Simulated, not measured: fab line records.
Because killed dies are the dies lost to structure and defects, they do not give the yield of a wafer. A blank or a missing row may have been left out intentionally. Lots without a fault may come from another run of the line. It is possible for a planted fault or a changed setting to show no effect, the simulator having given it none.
fab line records	flow sfqLine
record lots=5	wafers=23
route steps=325 shown I2@114 M3@122 I3@141 M4@149 I4@167 JJ@185 M5@201 R5@212 I5@229
startH: the number of hours between the record's first day and the start of the first shown wafer of the lot	waitH: hours since the lot's step before	" as in the row above	L1.1+2: one row covering several wafers at once	- no value, or no start was given	* or withheld: withheld	< > ~ a bound
route shown NAME@n: a module of which the file shows steps, and the number in the route of the first	usual: mean/standard deviation taken from wafers without a fault	same: alike in all rows	chamber/n: place in a boat	sites: the reading at each site	_std_site: the standard deviation of these	_edge_site: outer sites' mean less inner sites'	radiusMm: for every site, how far away it sits from the centre of the wafer	mask NAME#n: copy n	behind: tool/chamber where the wafer was last shaped	hold: why the lot was held/for how many hours/how that ended	device: names the non-switching transistor (n, p or np)	end of line: tests of these same wafers at the route's end	where a step has no rows: the recipe by itself	killed: dies lost to structure and defects at the first sort, not the wafer's yield	map: shows each die of a wafer: x if killed, . if not, _ if none is there
set.NAME: the setting as run; set.NAME@STEP: as run at that earlier step	model.NAME: the simulator's own value behind a step, which no gauge read
lots whose settings were changed on purpose; a table a step, a row a wafer
## steps
# step SFQ_TRILAYER_I2_VIA_BARC_OPEN_VIA_ETCH_096
# recipe maskMaterial=PR	chemistry=O2	targetDepthNm=125	target=BARC	sourceW=500	biasW=80	pressureMtorr=30	timeS=41.7
lot.wafer	tool	chamber	startH	waitH	set.timeS	set.doseMj@TRILAYER_I2_VIA_LITHO_EXPOSE_068	model.I2.cdNm
L074.1	rieDiel-02	3	512.04	0.0	41.7	22.28	506.7
L074.3	"	0	"	"	41.7	21.3	498.6
L074.4	"	2	"	"	38.19	21.3	499.1
L074.5	"	2	"	"	41.7	21.3	497.8
L074.6	"	1	"	"	38.19	22.28	504.9
L079.2	rieDiel-02	0	562.44	0.0	45.41	21.3	500
L079.3	"	1	"	"	45.41	20.5	492
L079.4	"	2	"	"	41.7	21.3	499.5
L079.5	"	3	"	"	41.7	21.3	500.6
L079.6	"	2	"	"	41.7	20.5	493.2
L081.2	rieDiel-03	3	579.99	0.0	41.7	21.3	498.9
L081.3	"	2	"	"	41.7	21.3	500.1
L081.4	"	1	"	"	41.7	21.3	500.3
L082.2	rieDiel-03	0	589.69	0.0	41.7	21.3	499.1
L082.3	"	2	"	"	41.7	21.3	499.9
L082.4	"	1	"	"	41.7	21.3	499.6
L082.5	"	0	"	"	41.7	21.3	499
L082.6	"	1	"	"	41.7	21.3	500
L083.1	rieDiel-03	1	602.89	0.0	41.7	19.97	491.4
L083.2	"	2	"	"	41.7	21.3	500.9
L083.3+6	"	3,0	"	"	47.21	19.97	489.8
L083.4	"	0	"	"	41.7	21.3	500.5
# step SFQ_TRILAYER_I2_VIA_ETCH_VIA_ETCH_070
# recipe target=SiO2	stopOn=Nb	maskMaterial=PR	taperDeg=20	chemistry=CHF3	targetDepthNm=260	sourceW=500	biasW=80	pressureMtorr=30	timeS=withheld
lot.wafer	tool	chamber	startH	waitH	set.doseMj@TRILAYER_I2_VIA_LITHO_EXPOSE_068	model.I2.cdNm
L074.1	rieDiel-02	3	512.08	0.0	22.28	504.6
L074.3	"	0	"	"	21.3	499.1
L074.4	"	2	"	"	21.3	494.1
L074.5	"	2	"	"	21.3	494
L074.6	"	1	"	"	22.28	502.1
L079.2	rieDiel-02	0	562.48	0.0	21.3	498.9
L079.3	"	1	"	"	20.5	489.6
L079.4	"	2	"	"	21.3	496.8
L079.5	"	3	"	"	21.3	499.5
L079.6	"	2	"	"	20.5	487.8
L081.2	rieDiel-03	3	580.03	0.0	21.3	496.4
L081.3	"	2	"	"	21.3	499.1
L081.4	"	1	"	"	21.3	502.8
L082.2	rieDiel-03	0	589.73	0.0	21.3	499.1
L082.3+5	"	2,0	"	"	21.3	498.6
L082.4	"	1	"	"	21.3	501.4
L082.6	"	1	"	"	21.3	501.7
L083.1	rieDiel-03	1	602.93	0.0	19.97	494.7
L083.2	"	2	"	"	21.3	500.6
L083.3	"	3	"	"	19.97	488.4
L083.4	"	0	"	"	21.3	501.2
L083.6	"	0	"	"	19.97	489.5
# step SFQ_TRILAYER_M3_LITHO_COAT_080
# recipe resist=BARC	spinRpm=3000	resistThkNm=62
lot.wafer	tool	chamber	startH	waitH	set.spinRpm	model.BARC_of_TRILAYER_M3_LITHO_COAT_080.thkNm
L074.1	lithoTrack-01	0	513.27	0.1	3000	62.03
L074.3	"	0	"	"	2939	62.6
L074.4	"	0	"	"	2939	62.78
L074.5	"	0	"	"	3000	61.84
L074.6	"	0	"	"	3000	62.02
L079.2	lithoTrack-01	0	563.72	0.1	3000	62.14
L079.3	"	0	"	"	3000	61.95
L079.4	"	0	"	"	3000	62.05
L079.5	"	0	"	"	3000	62.19
L079.6	"	0	"	"	3000	62.11
L081.2+3	lithoTrack-03	0	581.27	0.1	3000	61.93
L081.4	"	0	"	"	3000	62.06
L082.2	lithoTrack-03	0	590.98	0.1	3000	62.42
L082.3	"	0	"	"	3000	62.26
L082.4	"	0	"	"	3215	60.07
L082.5	"	0	"	"	3215	60.1
L082.6	"	0	"	"	3000	62.36
L083.1	lithoTrack-01	0	604.72	0.1	3150	60.52
L083.2	"	0	"	"	3150	60.83
L083.3	"	0	"	"	3150	60.41
L083.4	"	0	"	"	3000	62.12
L083.6	"	0	"	"	3000	62.2
# step SFQ_TRILAYER_I3_VIA_LITHO_PEB_088
# recipe pebTempC=115	pebTimeS=60	resist=KrF
lot.wafer	tool	chamber	startH	waitH	set.pebTempC
L074.1+3+4	lithoTrack-04	0	709.73	1.0	113.8
L074.5+6	"	0	"	"	115
L079.2+4	lithoTrack-04	0	755.38	0.8	112.8
L079.3+5+6	"	0	"	"	115
L081.2+3+4	lithoTrack-01	0	775.74	0.8	115
L082.2+5	lithoTrack-02	0	782.94	0.8	115
L082.3+4+6	"	0	"	"	117.5
L083.1+4	lithoTrack-02	0	788.91	1.0	117.6
L083.2+3+6	"	0	"	"	115
# step SFQ_TRILAYER_I3_VIA_BARC_OPEN_VIA_ETCH_121
# recipe maskMaterial=PR	chemistry=O2	targetDepthNm=125	target=BARC	sourceW=500	biasW=80	pressureMtorr=30	timeS=41.7
lot.wafer	tool	chamber	startH	waitH	set.sourceW	set.pebTempC@TRILAYER_I3_VIA_LITHO_PEB_088	model.I3.cdNm
L074.1	rieDiel-03	0	710.06	0.0	558.4	113.8	476
L074.3	"	3	"	"	500	113.8	477.7
L074.4	"	1	"	"	558.4	113.8	476.1
L074.5	"	0	"	"	500	115	497.7
L074.6	"	3	"	"	558.4	115	500.6
L079.2	rieDiel-04	3	755.69	0.0	500	112.8	457.8
L079.3	"	0	"	"	482.1	115	499.1
L079.4	"	2	"	"	500	112.8	457.7
L079.5	"	0	"	"	500	115	497.1
L079.6	"	1	"	"	482.1	115	500.9
L081.2	rieDiel-03	2	776.05	0.0	500	115	500.9
L081.3	"	3	"	"	500	115	501.9
L081.4	"	1	"	"	500	115	499.9
L082.2	rieDiel-04	1	783.25	0.0	500	115	501.7
L082.3	"	3	"	"	500	117.5	542.7
L082.4	"	2	"	"	465.1	117.5	540.8
L082.5	"	1	"	"	465.1	115	500.2
L082.6	"	2	"	"	465.1	117.5	542.6
L083.1	rieDiel-04	0	789.25	0.0	500	117.6	543.2
L083.2	"	3	"	"	500	115	502.2
L083.3	"	1	"	"	500	115	503
L083.4	"	2	"	"	500	117.6	545.7
L083.6	"	0	"	"	500	115	499.8
# step SFQ_TRILAYER_M4_DEP_SPUTTER_091
# recipe material=Nb	basePressurePa=1.33e-06	chamberPressurePa=0.1333	substrateTempC=20	resputterCathodeVoltageV=400	targetThkNm=200	powerW=2000	timeS=133.3
lot.wafer	tool	chamber	startH	waitH	set.powerW	model.Nb_of_TRILAYER_M4_DEP_SPUTTER_091.thkNm
L074.1	pvdSputter-04	-	711.03	0.0	1927	195.6
L074.3	"	-	"	"	1927	191.5
L074.4	"	-	"	"	2000	200.7
L074.5	"	-	"	"	2000	199.8
L074.6	"	-	"	"	1927	194.7
L079.2	pvdSputter-06	-	756.65	0.0	2000	201.1
L079.3	"	-	"	"	2000	204.7
L079.4	"	-	"	"	2000	203.1
L079.5	"	-	"	"	2000	205.3
L079.6	"	-	"	"	2000	205.8
L081.2	pvdSputter-06	-	777.01	0.0	2000	199.6
L081.3	"	-	"	"	2000	202
L081.4	"	-	"	"	2000	199.7
L082.2	pvdSputter-06	-	784.21	0.0	2000	205.3
L082.3	"	-	"	"	1814	182.3
L082.4	"	-	"	"	2000	202.8
L082.5	"	-	"	"	1814	184.9
L082.6	"	-	"	"	2000	204.2
L083.1	pvdSputter-06	-	790.21	0.0	1855	188.6
L083.2	"	-	"	"	2000	198.9
L083.3	"	-	"	"	2000	201.8
L083.4	"	-	"	"	2000	201.1
L083.6	"	-	"	"	1855	187
# step SFQ_M4_RS_MEAS_924
# recipe thkMeasGauge=four-point-probe	reads=Nb_of_TRILAYER_M4_DEP_SPUTTER_091
# usual M4_NB_RS=0.880/0.0096
lot.wafer	tool	chamber	startH	waitH	set.powerW@TRILAYER_M4_DEP_SPUTTER_091	M4_NB_RS[ohm/sq]
L074.1	filmMetro-01	-	711.13	0.0	1927	0.910
L074.3	"	-	"	"	1927	0.930
L074.4	"	-	"	"	2000	0.889
L074.5	"	-	"	"	2000	0.890
L074.6	"	-	"	"	1927	0.913
L079.2	filmMetro-01	-	756.76	0.1	2000	0.884
L079.3	"	-	"	"	2000	0.869
L079.4	"	-	"	"	2000	0.879
L079.5	"	-	"	"	2000	0.867
L079.6	"	-	"	"	2000	0.865
L081.2	filmMetro-03	-	777.12	0.1	2000	0.891
L081.3	"	-	"	"	2000	0.878
L081.4	"	-	"	"	2000	0.890
L082.2	filmMetro-04	-	784.32	0.1	2000	0.865
L082.3	"	-	"	"	1814	0.975
L082.4	"	-	"	"	2000	0.874
L082.5	"	-	"	"	1814	0.961
L082.6	"	-	"	"	2000	0.870
L083.1	filmMetro-04	-	790.30	0.0	1855	0.943
L083.2	"	-	"	"	2000	0.892
L083.3	"	-	"	"	2000	0.879
L083.4	"	-	"	"	2000	0.884
L083.6	"	-	"	"	1855	0.950
# step SFQ_TRILAYER_M4_ETCH_METAL_ETCH_096
# recipe target=Nb	stopOn=SiO2	maskMaterial=PR	chemistry=Cl2/Ar	targetDepthNm=240	icpW=600	biasW=80	pressureMtorr=10	timeS=120
lot.wafer	tool	chamber	startH	waitH	set.timeS	model.KrF_of_TRILAYER_M4_LITHO_COAT_093.thkNm
L074.1	rieMetal-03	0	852.62	0.0	120	381.5
L074.3	"	0	"	"	120	382.7
L074.4	"	1	"	"	120	382.9
L074.5	"	0	"	"	120	380.1
L074.6	"	1	"	"	120	384.7
L079.2	rieMetal-04	1	888.62	0.0	120	378.6
L079.3	"	1	"	"	120	377
L079.4	"	0	"	"	111.4	390.8
L079.5	"	0	"	"	111.4	387.5
L079.6	"	1	"	"	111.4	387.1
L081.2	rieMetal-04	1	906.74	0.0	120	373.8
L081.3	"	0	"	"	120	376
L081.4	"	1	"	"	120	372
L082.2	rieMetal-04	1	915.14	0.0	120	377.1
L082.3+5	"	1	"	"	120	-
L082.4	"	0	"	"	120	379.6
L082.6	"	0	"	"	120	379.1
L083.1+6	rieMetal-02	0,1	919.94	0.0	120	-
L083.2	"	1	"	"	135	361.8
L083.3	"	0	"	"	135	363.9
L083.4	"	1	"	"	120	381.4
# step SFQ_TRILAYER_I4_VIA_LITHO_COAT_108
# recipe resist=BARC	spinRpm=3000	resistThkNm=62
lot.wafer	tool	chamber	startH	waitH	set.resistThkNm	model.BARC_of_TRILAYER_I4_VIA_LITHO_COAT_108.thkNm
L074.1	lithoTrack-01	0	897.41	1.0	62	61.87
L074.3	"	0	"	"	63.31	63.27
L074.4	"	0	"	"	62	61.84
L074.5	"	0	"	"	62	61.79
L074.6	"	0	"	"	63.31	63.38
L079.2	lithoTrack-03	0	935.42	0.8	60.54	60.72
L079.3	"	0	"	"	60.54	60.74
L079.4	"	0	"	"	62	62.31
L079.5	"	0	"	"	62	62.22
L079.6	"	0	"	"	60.54	60.69
L081.2	lithoTrack-02	0	947.68	0.8	62	61.73
L081.3	"	0	"	"	62	61.62
L081.4	"	0	"	"	62	61.82
L082.2	lithoTrack-02	0	962.68	0.8	58.37	58.28
L082.3	"	0	"	"	58.37	58.25
L082.4	"	0	"	"	58.37	58.02
L082.5	"	0	"	"	62	61.71
L082.6	"	0	"	"	62	61.95
L083.1	lithoTrack-03	0	965.63	1.0	62	61.74
L083.2	"	0	"	"	62	62.06
L083.3+6	"	0	"	"	62	62.08
L083.4	"	0	"	"	62	61.87
# step SFQ_TRILAYER_JJ_CE_LITHO_COAT_119
# recipe resist=BARC	spinRpm=3000	resistThkNm=62
lot.wafer	tool	chamber	startH	waitH	set.resistThkNm	model.BARC_of_TRILAYER_JJ_CE_LITHO_COAT_119.thkNm
L074.1	lithoTrack-03	0	903.16	0.1	62	61.83
L074.3	"	0	"	"	62	61.92
L074.4	"	0	"	"	62	62.01
L074.5	"	0	"	"	62	61.93
L074.6	"	0	"	"	62	61.97
L079.2	lithoTrack-03	0	1051.55	0.1	65.05	64.76
L079.3	"	0	"	"	65.05	65
L079.4	"	0	"	"	65.05	64.73
L079.5	"	0	"	"	62	61.67
L079.6	"	0	"	"	62	61.81
L081.2	lithoTrack-03	0	1064.73	0.1	62	62.12
L081.3	"	0	"	"	62	62.15
L081.4	"	0	"	"	62	61.99
L082.2	lithoTrack-03	0	1080.65	0.1	62	61.87
L082.3	"	0	"	"	62	61.97
L082.4	"	0	"	"	62	61.94
L082.5	"	0	"	"	62	61.98
L082.6	"	0	"	"	62	61.96
L083.1+2	lithoTrack-03	0	1085.42	0.1	62	61.95
L083.3	"	0	"	"	60.85	60.78
L083.4	"	0	"	"	62	61.94
L083.6	"	0	"	"	60.85	60.89
# step SFQ_TRILAYER_M5_LITHO_EXPOSE_124
# recipe maskId=M5	na=0.6	sourceShape=conventional	sigmaOuter=0.65	targetCdNm=700	doseMj=14.4
lot.wafer	tool	chamber	startH	waitH	mask	set.doseMj
L074.1+3+4+5+6	krfScanner-02	0	1140.28	-	M5#0	14.4
L079.2+4+6	krfScanner-02	0	1178.88	-	M5#0	13.44
L079.3+5	"	0	"	"	M5#0	14.4
L081.2+3+4	krfScanner-02	0	1199.28	-	M5#0	14.4
L082.2+5+6	krfScanner-02	0	1214.88	-	M5#0	13.53
L082.3+4	"	0	"	"	M5#0	14.4
L083.1+4	krfScanner-02	0	1220.68	-	M5#0	15.48
L083.2+3+6	"	0	"	"	M5#0	14.4
# step SFQ_TRILAYER_M5_LITHO_PEB_126
# recipe pebTempC=115	pebTimeS=60	resist=KrF
# step SFQ_TRILAYER_M5_LITHO_DEVELOP_125
# recipe timeS=60	resist=KrF
# step SFQ_TRILAYER_M5_BARC_OPEN_METAL_ETCH_161
# recipe maskMaterial=PR	chemistry=O2	targetDepthNm=125	target=BARC	icpW=600	biasW=80	pressureMtorr=10	timeS=43.07
lot.wafer	tool	chamber	startH	waitH	set.doseMj@TRILAYER_M5_LITHO_EXPOSE_124	model.M5.cdNm
L074.1	rieMetal-03	1	1141.81	0.0	14.4	701.8
L074.3	"	0	"	"	14.4	700.5
L074.4	"	1	"	"	14.4	703
L074.5	"	1	"	"	14.4	701.5
L074.6	"	0	"	"	14.4	702.2
L079.2	rieMetal-03	0	1180.21	0.0	13.44	713.3
L079.3	"	0	"	"	14.4	700.1
L079.4	"	1	"	"	13.44	714.1
L079.5	"	0	"	"	14.4	703
L079.6	"	1	"	"	13.44	713.2
L081.2	rieMetal-03	1	1200.61	0.0	14.4	698.9
L081.3	"	0	"	"	14.4	698.5
L081.4	"	1	"	"	14.4	700.7
L082.2	rieMetal-03	1	1216.23	0.0	13.53	711.5
L082.3	"	1	"	"	14.4	700.8
L082.4	"	1	"	"	14.4	701.3
L082.5	"	1	"	"	13.53	709.8
L082.6	"	1	"	"	13.53	710.3
L083.1	rieMetal-03	0	1222.21	0.0	15.48	688.5
L083.2	"	1	"	"	14.4	700.2
L083.3	"	1	"	"	14.4	701.6
L083.4	"	0	"	"	15.48	687.8
L083.6	"	0	"	"	14.4	701
# step SFQ_TRILAYER_M5_ETCH_METAL_ETCH_126
# recipe target=Nb	stopOn=SiO2	maskMaterial=PR	overEtchFrac=0.15	timeS=203.2	chemistry=Cl2/BCl3	targetDepthNm=265	icpW=600	biasW=80	pressureMtorr=10
lot.wafer	tool	chamber	startH	waitH	set.icpW	set.doseMj@TRILAYER_M5_LITHO_EXPOSE_124	model.M5.cdNm	model.KrF_of_TRILAYER_M5_LITHO_COAT_123.thkNm
L074.1	rieMetal-03	1	1141.87	0.0	600	14.4	700	368.7
L074.3	"	0	"	"	623.7	14.4	698.9	358.2
L074.4	"	1	"	"	600	14.4	700.5	370.3
L074.5	"	1	"	"	623.7	14.4	698.2	363.5
L074.6	"	0	"	"	623.7	14.4	702.3	360.3
L079.2	rieMetal-03	0	1180.27	0.0	600	13.44	714	363.3
L079.3	"	0	"	"	600	14.4	702	363.1
L079.4	"	1	"	"	600	13.44	712.8	366.8
L079.5	"	0	"	"	600	14.4	703.4	364.1
L079.6	"	1	"	"	600	13.44	713.3	368
L081.2	rieMetal-03	1	1200.67	0.0	600	14.4	698.1	367.2
L081.3	"	0	"	"	600	14.4	698.3	365.2
L081.4	"	1	"	"	600	14.4	699.6	369.8
L082.2	rieMetal-03	1	1216.40	0.1	533.2	13.53	709	382.9
L082.3	"	1	"	"	600	14.4	699.6	368.2
L082.4	"	1	"	"	600	14.4	701.4	369.8
L082.5	"	1	"	"	533.2	13.53	707.9	384.2
L082.6	"	1	"	"	600	13.53	708.5	368
L083.1	rieMetal-03	0	1222.27	0.0	600	15.48	689.3	364.3
L083.2	"	1	"	"	625.7	14.4	698.6	362.5
L083.3	"	1	"	"	600	14.4	699.7	368.6
L083.4	"	0	"	"	625.7	15.48	688.9	362.6
L083.6	"	0	"	"	600	14.4	701.4	367.5
# step SFQ_TRILAYER_R5_DEP_SPUTTER_132
# recipe material=Ti	basePressurePa=1.33e-06	targetThkNm=5	powerW=2000	timeS=5	chamberPressurePa=0.4
lot.wafer	tool	chamber	startH	waitH	set.timeS	model.Ti_of_TRILAYER_R5_DEP_SPUTTER_132.thkNm
L074.1	pvdSputter-04	-	1154.16	1.0	5.22	5.276
L074.3	"	-	"	"	5	5.12
L074.4	"	-	"	"	5.22	5.3
L074.5	"	-	"	"	5	5.086
L074.6	"	-	"	"	5.22	5.278
L079.2	pvdSputter-03	-	1186.26	0.8	5	4.843
L079.3	"	-	"	"	5	4.803
L079.4	"	-	"	"	5.284	5.167
L079.5	"	-	"	"	5.284	5.297
L079.6	"	-	"	"	5	4.79
L081.2	pvdSputter-03	-	1206.87	0.8	5	4.882
L081.3	"	-	"	"	5	5.026
L081.4	"	-	"	"	5	4.856
L082.2	pvdSputter-05	-	1222.39	0.8	5	5
L082.3	"	-	"	"	4.552	4.541
L082.4	"	-	"	"	5	5.018
L082.5	"	-	"	"	4.552	4.535
L082.6	"	-	"	"	5	4.943
L083.1	pvdSputter-03	-	1228.05	1.0	5.344	5.408
L083.2	"	-	"	"	5	4.902
L083.3	"	-	"	"	5.344	5.312
L083.4	"	-	"	"	5	4.909
L083.6	"	-	"	"	5	4.861
# step SFQ_TRILAYER_R5_LITHO_COAT_141
# recipe resist=BARC	spinRpm=3000	resistThkNm=62
lot.wafer	tool	chamber	startH	waitH	set.spinRpm	model.BARC_of_TRILAYER_R5_LITHO_COAT_141.thkNm
L074.1	lithoTrack-04	0	1154.44	0.1	3000	61.87
L074.3	"	0	"	"	2929	62.63
L074.4	"	0	"	"	2929	62.69
L074.5	"	0	"	"	3000	61.83
L074.6	"	0	"	"	3000	61.95
L079.2	lithoTrack-03	0	1186.58	0.1	3000	62.03
L079.3	"	0	"	"	3080	61.29
L079.4	"	0	"	"	3080	61.26
L079.5	"	0	"	"	3000	62.02
L079.6	"	0	"	"	3080	61.24
L081.2	lithoTrack-02	0	1207.19	0.1	3000	62
L081.3	"	0	"	"	3000	61.94
L081.4	"	0	"	"	3000	62.04
L082.2	lithoTrack-03	0	1222.71	0.1	3000	62.28
L082.3	"	0	"	"	3000	62.1
L082.4	"	0	"	"	2834	63.97
L082.5	"	0	"	"	2834	63.75
L082.6	"	0	"	"	2834	63.83
L083.1	lithoTrack-03	0	1228.33	0.1	3000	62.43
L083.2	"	0	"	"	3000	62.61
L083.3	"	0	"	"	2787	64.85
L083.4	"	0	"	"	2787	64.71
L083.6	"	0	"	"	3000	62.49
# step SFQ_TRILAYER_R5_BARC_OPEN_METAL_ETCH_177
# recipe maskMaterial=PR	chemistry=O2	targetDepthNm=125	target=BARC	icpW=600	biasW=80	pressureMtorr=10	timeS=41.7
lot.wafer	tool	chamber	startH	waitH	set.timeS	set.spinRpm@TRILAYER_R5_LITHO_COAT_141	model.etch.depthNm
L074.1	rieMetal-02	1	1298.91	0.0	41.7	3000	61.87
L074.3	"	0	"	"	41.7	2929	-
L074.4	"	1	"	"	41.7	2929	62.69
L074.5	"	0	"	"	41.7	3000	61.83
L074.6	"	1	"	"	41.7	3000	-
L079.2	rieMetal-02	1	1333.71	0.0	41.7	3000	62.03
L079.3	"	1	"	"	46.3	3080	61.29
L079.4	"	0	"	"	46.3	3080	-
L079.5	"	0	"	"	46.3	3000	-
L079.6	"	1	"	"	41.7	3080	61.24
L081.2	rieMetal-04	1	1353.84	0.0	41.7	3000	62
L081.3	"	1	"	"	41.7	3000	61.94
L081.4	"	0	"	"	41.7	3000	62.04
L082.2	rieMetal-04	1	1368.24	0.0	41.7	3000	62.28
L082.3	"	0	"	"	41.7	3000	-
L082.4+5+6	"	1,1,0	"	"	41.7	2834	-
L083.1+6	rieMetal-02	1	1370.64	0.0	39.61	3000	-
L083.2	"	0	"	"	41.7	3000	-
L083.3	"	1	"	"	41.7	2787	-
L083.4	"	0	"	"	39.61	2787	64.71
# step SFQ_TRILAYER_I5_LITHO_COAT_149
# recipe resist=BARC	spinRpm=3000	resistThkNm=62
lot.wafer	tool	chamber	startH	waitH	set.spinRpm	model.BARC_of_TRILAYER_I5_LITHO_COAT_149.thkNm
L074.1	lithoTrack-03	0	1299.83	0.0	2841	63.9
L074.3	"	0	"	"	3000	62.16
L074.4	"	0	"	"	2841	63.79
L074.5	"	0	"	"	2841	63.81
L074.6	"	0	"	"	3000	61.92
L079.2	lithoTrack-02	0	1334.68	0.1	3000	61.69
L079.3	"	0	"	"	3088	60.89
L079.4	"	0	"	"	3000	61.62
L079.5	"	0	"	"	3088	60.78
L079.6	"	0	"	"	3088	60.88
L081.2	lithoTrack-02	0	1354.81	0.1	3000	61.65
L081.3	"	0	"	"	3000	61.74
L081.4	"	0	"	"	3000	61.7
L082.2	lithoTrack-03	0	1369.21	0.1	3000	62.37
L082.3	"	0	"	"	2843	64.13
L082.4	"	0	"	"	3000	62.44
L082.5	"	0	"	"	3000	62.53
L082.6	"	0	"	"	2843	64.19
L083.1	lithoTrack-02	0	1371.56	0.0	3000	61.9
L083.2	"	0	"	"	3118	60.72
L083.3	"	0	"	"	3118	60.92
L083.4	"	0	"	"	3000	61.94
L083.6	"	0	"	"	3118	60.95
## key
split step=SFQ_TRILAYER_I2_VIA_BARC_OPEN_VIA_ETCH_096	setting=timeS	stated=41.7	by=wafer
response none clear
split step=SFQ_TRILAYER_M3_LITHO_COAT_080	setting=spinRpm	stated=3000	by=wafer
response step=SFQ_TRILAYER_M3_LITHO_COAT_080	reading=model.BARC_of_TRILAYER_M3_LITHO_COAT_080.thkNm	change=-0.318	per=1%	r=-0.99
split step=SFQ_TRILAYER_I3_VIA_LITHO_PEB_088	setting=pebTempC	stated=115	by=wafer
response step=SFQ_TRILAYER_I3_VIA_BARC_OPEN_VIA_ETCH_121	reading=model.I3.cdNm	change=+19.8	per=1%	r=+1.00
split step=SFQ_TRILAYER_I3_VIA_BARC_OPEN_VIA_ETCH_121	setting=sourceW	stated=500	by=wafer
response none clear
split step=SFQ_TRILAYER_M4_DEP_SPUTTER_091	setting=powerW	stated=2000	by=wafer
response step=SFQ_TRILAYER_M4_DEP_SPUTTER_091	reading=model.Nb_of_TRILAYER_M4_DEP_SPUTTER_091.thkNm	change=+2.01	per=1%	r=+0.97
response step=SFQ_M4_RS_MEAS_924	reading=M4_NB_RS	change=-0.00959	per=1%	r=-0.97
split step=SFQ_TRILAYER_M4_ETCH_METAL_ETCH_096	setting=timeS	stated=120	by=wafer
response step=SFQ_TRILAYER_M4_ETCH_METAL_ETCH_096	reading=model.KrF_of_TRILAYER_M4_LITHO_COAT_093.thkNm	change=-1.49	per=1%	r=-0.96
split step=SFQ_TRILAYER_I4_VIA_LITHO_COAT_108	setting=resistThkNm	stated=62	by=wafer
response step=SFQ_TRILAYER_I4_VIA_LITHO_COAT_108	reading=model.BARC_of_TRILAYER_I4_VIA_LITHO_COAT_108.thkNm	change=+0.635	per=1%	r=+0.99
split step=SFQ_TRILAYER_JJ_CE_LITHO_COAT_119	setting=resistThkNm	stated=62	by=wafer
response step=SFQ_TRILAYER_JJ_CE_LITHO_COAT_119	reading=model.BARC_of_TRILAYER_JJ_CE_LITHO_COAT_119.thkNm	change=+0.624	per=1%	r=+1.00
split step=SFQ_TRILAYER_M5_LITHO_EXPOSE_124	setting=doseMj	stated=14.4	by=wafer
response step=SFQ_TRILAYER_M5_BARC_OPEN_METAL_ETCH_161	reading=model.M5.cdNm	change=-1.7	per=1%	r=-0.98
response step=SFQ_TRILAYER_M5_ETCH_METAL_ETCH_126	reading=model.M5.cdNm	change=-1.46	per=1%	r=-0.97
split step=SFQ_TRILAYER_M5_ETCH_METAL_ETCH_126	setting=icpW	stated=600	by=wafer
response step=SFQ_TRILAYER_M5_ETCH_METAL_ETCH_126	reading=model.KrF_of_TRILAYER_M5_LITHO_COAT_123.thkNm	change=-1.39	per=1%	r=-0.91
split step=SFQ_TRILAYER_R5_DEP_SPUTTER_132	setting=timeS	stated=5	by=wafer
response step=SFQ_TRILAYER_R5_DEP_SPUTTER_132	reading=model.Ti_of_TRILAYER_R5_DEP_SPUTTER_132.thkNm	change=+0.0582	per=1%	r=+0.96
split step=SFQ_TRILAYER_R5_LITHO_COAT_141	setting=spinRpm	stated=3000	by=wafer
response step=SFQ_TRILAYER_R5_LITHO_COAT_141	reading=model.BARC_of_TRILAYER_R5_LITHO_COAT_141.thkNm	change=-0.311	per=1%	r=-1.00
response step=SFQ_TRILAYER_R5_BARC_OPEN_METAL_ETCH_177	reading=model.etch.depthNm	change=-0.316	per=1%	r=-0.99
split step=SFQ_TRILAYER_R5_BARC_OPEN_METAL_ETCH_177	setting=timeS	stated=41.7	by=wafer
response none clear
split step=SFQ_TRILAYER_I5_LITHO_COAT_149	setting=spinRpm	stated=3000	by=wafer
response step=SFQ_TRILAYER_I5_LITHO_COAT_149	reading=model.BARC_of_TRILAYER_I5_LITHO_COAT_149.thkNm	change=-0.314	per=1%	r=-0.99
split outsideThisFile step=SFQ_TRILAYER_I2_VIA_LITHO_EXPOSE_068 setting=doseMj
# split outsideThisFile: this setting was split too, and the file shows its column; the key of that split is in another file
